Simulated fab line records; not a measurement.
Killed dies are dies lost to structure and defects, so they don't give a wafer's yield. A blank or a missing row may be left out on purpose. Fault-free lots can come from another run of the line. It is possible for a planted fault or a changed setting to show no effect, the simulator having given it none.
Matching of chambers | flow gf180mcu | 4 sister chambers for GF_CONTACT_CMP_04 on cmp-02
The step polishes SiO2. 7 wafers are shown with their chamber, then 9 later ones without.

EACH WAFER AND ITS CHAMBER
wafer  | chamber | motor_current_A (A) | time_to_endpoint_s (s)
L492.4 | 0       | 10.8                | 119
L496.2 | 1       | 12.2                | 112
L496.5 | 3       | 10.2                | 117
L496.6 | 2       | 11.8                | 118
L498.2 | 0       | 10.5                | 105
L498.4 | 2       | 12.0                | 115
L498.6 | 3       | 10.4                | 112

WAFERS WITHOUT THEIR CHAMBER
wafer  | motor_current_A (A) | time_to_endpoint_s (s)
L504.2 | 10.3                | 113
L504.4 | 12.0                | 121
L504.5 | 11.3                | 117
L505.1 | 10.3                | 107
L505.2 | 11.4                | 107
L505.3 | 11.4                | 112
L507.2 | 11.6                | 104
L507.3 | 10.6                | 108
L507.5 | 10.6                | 108

THE CHAMBER EACH PASSED THROUGH
wafer  | from the rows above          | in truth
L504.2 | can't be placed: 3 or 0      | 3
L504.4 | can't be placed: 2 or 1      | 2
L504.5 | can't be placed: 2 or 0 or 1 | 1
L505.1 | can't be placed: 3 or 0      | 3
L505.2 | can't be placed: 2 or 0 or 1 | 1
L505.3 | can't be placed: 2 or 0 or 1 | 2
L507.2 | can't be placed: 2 or 1      | 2
L507.3 | can't be placed: 0 or 3      | 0
L507.5 | can't be placed: 0 or 3      | 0
Correct placement for 0 of the 9. Unplaceable from these rows: 9, with the true chamber sitting among the candidates in 9. 0 placed wrongly.
How it was worked out, from the rows above alone: a wafer's distance from a chamber is the root of the sum, over the readings, of the square of ((its reading less the chamber's mean) divided by the reading's scatter). If the next closest chamber is less than 2 further off than the closest, the wafer can't be placed; otherwise it belongs to the closest. Each chamber's mean is taken over the wafers shown for it. The scatter: take each reading less its chamber's mean, square it, sum over the shown wafers, divide by the number of wafers less the number of chambers, and take the root.
